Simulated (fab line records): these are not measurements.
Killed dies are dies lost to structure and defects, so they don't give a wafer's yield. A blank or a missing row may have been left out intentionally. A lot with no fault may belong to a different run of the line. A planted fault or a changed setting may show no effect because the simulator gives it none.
Check of tool commonality / flow gf180mcu / Sampled: 12 lots, 36 wafers

## WHY THIS WAS OPENED
2 of 12 lots carry a flag on the reading PSD_RS at GF_PSD_RS_MEAS_15. No-fault wafers: 108.6 ohm/sq, standard deviation 0.33.
Rule: a lot is flagged in two cases, either no wafer of it has a number, or all its wafers with numbers fall more than 4 standard deviations from that mean. All remaining lots are regarded as sound.

lot=L440; measured=day 14 09:43; on=film_metro-02; PSD_RS (ohm/sq), wafer by wafer=108.8 109.1 108.9; flag=
lot=L441; measured=day 14 18:05; on=film_metro-01; PSD_RS (ohm/sq), wafer by wafer=108.2 108.2 107.9; flag=
lot=L444; measured=day 15 20:50; on=film_metro-01; PSD_RS (ohm/sq), wafer by wafer=108.2 108.1 108.1; flag=
lot=L446; measured=day 16 12:37; on=film_metro-01; PSD_RS (ohm/sq), wafer by wafer=108.5 108.7 108.1; flag=
lot=L447; measured=day 17 02:59; on=film_metro-02; PSD_RS (ohm/sq), wafer by wafer=108.8 108.8 108.5; flag=
lot=L448; measured=day 17 10:29; on=film_metro-01; PSD_RS (ohm/sq), wafer by wafer=109.1 108.8 109.1; flag=
lot=L449; measured=day 17 17:28; on=film_metro-03; PSD_RS (ohm/sq), wafer by wafer=108.3 108.5 108.5; flag=
lot=L450; measured=day 18 09:44; on=film_metro-03; PSD_RS (ohm/sq), wafer by wafer=108.4 108.5 108.5; flag=
lot=L452; measured=day 19 07:11; on=film_metro-01; PSD_RS (ohm/sq), wafer by wafer=108.7 108.7 108.7; flag=
lot=L458; measured=day 20 21:14; on=film_metro-03; PSD_RS (ohm/sq), wafer by wafer=108.8 108.2 108.8; flag=
lot=L460; measured=day 21 12:31; on=film_metro-03; PSD_RS (ohm/sq), wafer by wafer=110.6 110.3 110.6; flag=FLAGGED
lot=L461; measured=day 21 18:56; on=film_metro-01; PSD_RS (ohm/sq), wafer by wafer=110.1 110.2 110.3; flag=FLAGGED
On average the flagged lots' numbers are 110.3 ohm/sq, which is +1.8 ohm/sq against the usual, or +5 standard deviations.

## WHICH TOOL RAN EACH LOT
2 process steps preceding the reading are held in the record, out of 602 steps in the route. Every cell lists first the tool, next ch and the chambers used by the sampled wafers, and last the start.
lot=L440; flag=; GF_PSD_IMPLANT_09=implanter-01 ch 0, day 14 09:09; GF_PSD_STRIP_10=plasma_asher-02 ch 0,1, day 14 09:18
lot=L441; flag=; GF_PSD_IMPLANT_09=implanter-01 ch 0, day 14 17:31; GF_PSD_STRIP_10=plasma_asher-01 ch 0,1, day 14 17:40
lot=L444; flag=; GF_PSD_IMPLANT_09=implanter-01 ch 0, day 15 20:16; GF_PSD_STRIP_10=plasma_asher-02 ch 0,1, day 15 20:24
lot=L446; flag=; GF_PSD_IMPLANT_09=implanter-03 ch 0, day 16 12:03; GF_PSD_STRIP_10=plasma_asher-02 ch 0,1, day 16 12:10
lot=L447; flag=; GF_PSD_IMPLANT_09=implanter-01 ch 0, day 17 02:25; GF_PSD_STRIP_10=plasma_asher-01 ch 0,1, day 17 02:33
lot=L448; flag=; GF_PSD_IMPLANT_09=implanter-03 ch 0, day 17 09:55; GF_PSD_STRIP_10=plasma_asher-02 ch 0,1, day 17 10:03
lot=L449; flag=; GF_PSD_IMPLANT_09=implanter-01 ch 0, day 17 16:54; GF_PSD_STRIP_10=plasma_asher-03 ch 0,1, day 17 17:03
lot=L450; flag=; GF_PSD_IMPLANT_09=implanter-03 ch 0, day 18 09:09; GF_PSD_STRIP_10=plasma_asher-01 ch 0,1, day 18 09:18
lot=L452; flag=; GF_PSD_IMPLANT_09=implanter-01 ch 0, day 19 06:37; GF_PSD_STRIP_10=plasma_asher-03 ch 0,1, day 19 06:46
lot=L458; flag=; GF_PSD_IMPLANT_09=implanter-04 ch 0, day 20 20:40; GF_PSD_STRIP_10=plasma_asher-01 ch 0,1, day 20 20:49
lot=L460; flag=FLAGGED; GF_PSD_IMPLANT_09=implanter-03 ch 0, day 21 11:57; GF_PSD_STRIP_10=plasma_asher-01 ch 0,1, day 21 12:06
lot=L461; flag=FLAGGED; GF_PSD_IMPLANT_09=implanter-03 ch 0, day 21 18:22; GF_PSD_STRIP_10=plasma_asher-02 ch 0,1, day 21 18:30
These steps, and what they do:
- GF_PSD_IMPLANT_09
- GF_PSD_STRIP_10: strips in O2/N2.
- GF_PSD_RS_MEAS_15: measures by four-point-probe.

## FLAGGED AGAINST TOTAL, ONE TOOL AT A TIME (gauges that did the reading follow at the end)
step=GF_PSD_IMPLANT_09; tool=implanter-01; lots run=6; flagged=0; share of the flagged lots=none; sound lots run after its first flagged lot=-
step=GF_PSD_IMPLANT_09; tool=implanter-03; lots run=5; flagged=2; share of the flagged lots=all; sound lots run after its first flagged lot=0
step=GF_PSD_IMPLANT_09; tool=implanter-04; lots run=1; flagged=0; share of the flagged lots=none; sound lots run after its first flagged lot=-
step=GF_PSD_STRIP_10; tool=plasma_asher-01; lots run=5; flagged=1; share of the flagged lots=some; sound lots run after its first flagged lot=0
step=GF_PSD_STRIP_10; tool=plasma_asher-02; lots run=5; flagged=1; share of the flagged lots=some; sound lots run after its first flagged lot=0
step=GF_PSD_STRIP_10; tool=plasma_asher-03; lots run=2; flagged=0; share of the flagged lots=none; sound lots run after its first flagged lot=-
step=GF_PSD_RS_MEAS_15; tool=film_metro-01; lots run=6; flagged=1; share of the flagged lots=some; sound lots run after its first flagged lot=0
step=GF_PSD_RS_MEAS_15; tool=film_metro-02; lots run=2; flagged=0; share of the flagged lots=none; sound lots run after its first flagged lot=-
step=GF_PSD_RS_MEAS_15; tool=film_metro-03; lots run=4; flagged=1; share of the flagged lots=some; sound lots run after its first flagged lot=0

## THE TABLE: WHAT IT ALLOWS
All flagged lots share 1 row of the table, namely implanter-03 at GF_PSD_IMPLANT_09.
- implanter-03 at GF_PSD_IMPLANT_09: 2 of its 5 lots flagged. A fault beginning between L450 (day 18 09:09), its last sound lot, and L460 (day 21 11:57), its first flagged one, fits the data. Its own readings (beam_energy_keV) fall more than 4 standard deviations out on all wafers of the flagged lots.
One tool is left: implanter-03 at GF_PSD_IMPLANT_09.

## WHAT THE SIMULATOR PUT IN
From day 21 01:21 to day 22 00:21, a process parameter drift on implanter-03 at GF_PSD_IMPLANT_09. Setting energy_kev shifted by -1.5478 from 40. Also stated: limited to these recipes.
Struck lots among those shown: L460, L461. The rule above reached the same finding.
